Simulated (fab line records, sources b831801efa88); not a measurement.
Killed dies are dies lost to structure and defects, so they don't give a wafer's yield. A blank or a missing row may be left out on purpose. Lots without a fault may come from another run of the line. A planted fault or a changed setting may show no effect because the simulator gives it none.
Which tool did it? | flow gf180mcu | 7 lots, 21 wafers sampled, at 2 steps of a route of 602

WHAT THE GAUGES READ, wafer by wafer
GF_SALICIDE_THK_MEAS_05: measures by xrf.
lot  | measured     | on            | SALICIDE_TIN_THK (nm)
L861 | day 15 20:41 | film_metro-01 | 19.53 19.56 19.58
L864 | day 16 23:19 | film_metro-03 | 19.96 19.63 20.10
L869 | day 19 03:03 | film_metro-03 | 20.01 20.13 19.83
L871 | day 19 16:26 | film_metro-03 | 19.89 19.98 19.68
L875 | day 21 04:41 | film_metro-02 | 19.69 19.80 19.80
L878 | day 21 21:55 | film_metro-03 | 19.71 19.60 19.80
L882 | day 23 11:07 | film_metro-02 | 19.74 19.57 19.52

WHICH TOOL RAN EACH LOT (tool, then ch and the chambers of the sampled wafers, then the start)
lot  | GF_SALICIDE_SPUTTER_02
L861 | pvd_sputter-04, day 15 20:31
L864 | pvd_sputter-01, day 16 23:07
L869 | pvd_sputter-02, day 19 02:51
L871 | pvd_sputter-04, day 19 16:14
L875 | pvd_sputter-04, day 21 04:29
L878 | pvd_sputter-04, day 21 21:44
L882 | pvd_sputter-01, day 23 10:55
- GF_SALICIDE_SPUTTER_02: material Co, target thk 10 nm, time 20 s.

THE ANSWER, worked out from the rows above alone
Rule: what is usual is taken from the lots themselves. Put in order of their means at a reading, lots are off if they are a third of the lots or fewer, leave a main group of 4 or more, and stand apart from it by a gap of 3 or more times the standard deviation of the main group's means; of several such gaps the widest counts. A main group whose means are all the same, to the digits that the tables above print for the reading, isn't used. A lot without any number at a reading at which 4 lots or more have one is off too. The other lots that the step has rows for count as sound.
No lot is off at any reading shown: from this, nothing can be told.

WHAT THE SIMULATOR HAD PUT IN
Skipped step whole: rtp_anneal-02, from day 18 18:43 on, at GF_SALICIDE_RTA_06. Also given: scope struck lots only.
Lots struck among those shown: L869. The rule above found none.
